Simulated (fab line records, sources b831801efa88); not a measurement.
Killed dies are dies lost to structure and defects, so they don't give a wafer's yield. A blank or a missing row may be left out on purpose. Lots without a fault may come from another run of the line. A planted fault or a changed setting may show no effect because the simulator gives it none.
A struck lot beside a sound one | flow sky130 | 28 steps out of a route of 708
Sound: wafers L889.2, L889.3, L889.6. Struck: wafer L896.1. (L896.3 of the same lot was not struck and is left out.) The cause comes at the end.
At each step with rows: each side's tool, then ch and its chambers, then its first start. Under that, the readings that differ: sound wafers | struck wafers | difference of the means | sigmas: that difference in standard deviations of wafers without a fault.
alike: readings whose means differ by less than 2 such deviations, and words and numbers that are the same on both sides. not compared: withheld readings, readings that some wafer has no value for, bounds like >300 that may hide the same value, and numbers for which the record gives no deviation and whose values overlap.
The two part at a step that has a row with sigmas, a row that says differs or no value, or rows on one side only. Numbers that don't overlap but have no deviation are shown without sigmas and don't part them. A reading that every wafer of one side lacks parts them only if that side has two wafers or more.

first, 1 step without rows for these wafers: SKY_VIA4_ETCH_12 (etches SiO2 in C4F8/O2/Ar, stops on TiN, target depth 580 nm).
SKY_VIA4_STRIP_13: strips in O2/N2.
  sound on plasma_asher-04 ch 0,1, day 44 23:05; struck on plasma_asher-01 ch 1, day 46 23:26
  alike: drypump_motor_current_A, n2_flow_sccm, oes_product_au, strip_time_to_endpoint_s
  not compared: rf_hours_counter_h
then, 3 steps without rows for these wafers: SKY_VIA4_STRIP_14 (strips in post etch residue remover, time 1200 s); SKY_VIA4_CLEAN_15 (cleans in IPA, time 180 s); SKY_VIA4_CLEAN_16 (cleans in O3/DIW).
SKY_VIA4_SPUTTER_17: material TiN, target thk 20 nm, time 80 s.
  sound on pvd_sputter-04, day 44 23:40; struck on pvd_sputter-03, day 47 00:05
  alike: throttle_valve_pct
then, 1 step without rows for these wafers: SKY_VIA4_CVD_18 (deposits W, target thk 505 nm, time 152.14 s).
SKY_VIA4_RS_MEAS_19: measures by four-point-probe.
  sound on film_metro-02, day 44 23:55; struck on film_metro-01, day 47 00:18
  alike: VIA4_W_RS
SKY_VIA4_THK_MEAS_20: measures by xrf.
  sound on film_metro-02, day 45 00:01; struck on film_metro-01, day 47 00:25
  alike: VIA4_W_THK
then, 1 step without rows for these wafers: SKY_VIA4_CMP_21 (polishes, stops on SiO2, t overpolish 25 s, target thk 0 nm).
SKY_METAL5_SPUTTER_00: material Ti, target thk 15 nm, time 10 s.
  sound on pvd_sputter-03, day 45 00:22; struck on pvd_sputter-03, day 47 00:47
  alike: throttle_valve_pct
then, 1 step without rows for these wafers: SKY_METAL5_SPUTTER_01 (material TiN, target thk 20 nm, time 16.7 s).
SKY_METAL5_SPUTTER_02: material AlCu, target thk 1150 nm, time 61.2 s.
  sound on pvd_sputter-03, day 45 00:25; struck on pvd_sputter-03, day 47 00:50
  reading                                     | sound          | struck | difference | sigmas
  model.AlCu_of_METAL5_SPUTTER_02.thk_nm (nm) | 1142 1141 1146 | 1193   | +50        |
  alike: throttle_valve_pct
SKY_METAL5_SPUTTER_03: material Ti, target thk 5 nm, time 3.3 s.
  sound on pvd_sputter-03, day 45 00:28; struck on pvd_sputter-03, day 47 00:53
  alike: throttle_valve_pct
SKY_METAL5_SPUTTER_04: material TiN, target thk 70 nm, time 58.3 s.
  sound on pvd_sputter-03, day 45 00:29; struck on pvd_sputter-03, day 47 00:54
  alike: throttle_valve_pct
SKY_METAL5_RS_MEAS_05: measures by four-point-probe.
  sound on film_metro-03, day 45 00:33; struck on film_metro-04, day 47 00:57
  reading                 | sound                   | struck  | difference | sigmas
  METAL5_ALCU_RS (ohm/sq) | 0.02723 0.02729 0.02713 | 0.02601 | -0.00121   | -4
  not compared: hold
SKY_METAL5_THK_MEAS_06: measures by xrf.
  sound on film_metro-03, day 45 00:40; struck on film_metro-04, day 47 01:04
  reading              | sound          | struck | difference | sigmas
  METAL5_ALCU_THK (nm) | 1160 1160 1166 | 1212   | +50        | +4
  not compared: hold
then, 8 steps without rows for these wafers: SKY_METAL5_DEHYDRATE_07 (time 60 s); SKY_METAL5_HMDS_08 (prime time 60 s); SKY_METAL5_COAT_09 (resist thk 1800 nm); SKY_METAL5_SOFTBAKE_10 (time 60 s); SKY_METAL5_EXPOSE_11 (exposes mask MM5, target cd 1600 nm); SKY_METAL5_PEB_12; SKY_METAL5_DEVELOP_13 (develop time 60 s); SKY_METAL5_DESCUM_14 (chemistry O2, time 11 s).
SKY_METAL5_METAL_ETCH_15: etches the open film in Cl2/BCl3, stops on SiO2, target depth 1260 nm, time 252 s.
  sound on rie_metal-04 ch 1, day 45 20:57; struck on rie_metal-04 ch 1, day 47 20:27
  reading                            | sound             | struck | difference | sigmas
  mfc_cl2_sccm (sccm)                | 59.74 59.50 59.91 | 60.12  | +0.40      | +2
  model.etch.depth_nm (nm)           | 1253 1251 1257    | 1270   | +16        |
  model.METAL5.feature_depth_nm (nm) | 1253 1251 1257    | 1270   | +16        |
  alike: drypump_motor_current_A, oes_product_au, throttle_valve_pct
  not compared: rf_hours_counter_h
then, 1 step without rows for these wafers: SKY_METAL5_STRIP_16 (strips in O2/N2).
SKY_PAD_OPEN_PROBE_99:
  sound on prober-02, day 47 19:41; struck on prober-01, day 49 11:58
  reading                      | sound                   | struck  | difference | sigmas
  model.etest.met5.rs_ohm_sq   | 0.02738 0.02736 0.02713 | 0.02613 | -0.00116   |
  model.etest.met5.line_ohm_um | 0.01703 0.01705 0.01684 | 0.0164  | -0.0006    |
  alike: defect_limited_yield, killed_at_M0_to_M3, killed_at_M4_up, killed_at_contacts, killed_at_front_end, killed_at_other, killed_dies, killed_open, killed_short, sort_bin_3_pad_short, sort_bin_5_function, sort_bin_6_memory, sort_n_pass, sort_yield_pct

WHERE THEY PART
First at SKY_METAL5_RS_MEAS_05; last, within this record, at SKY_METAL5_METAL_ETCH_15. Later steps at which nothing parts them and some readings are alike: SKY_PAD_OPEN_PROBE_99.

WHY: what the simulator had put in
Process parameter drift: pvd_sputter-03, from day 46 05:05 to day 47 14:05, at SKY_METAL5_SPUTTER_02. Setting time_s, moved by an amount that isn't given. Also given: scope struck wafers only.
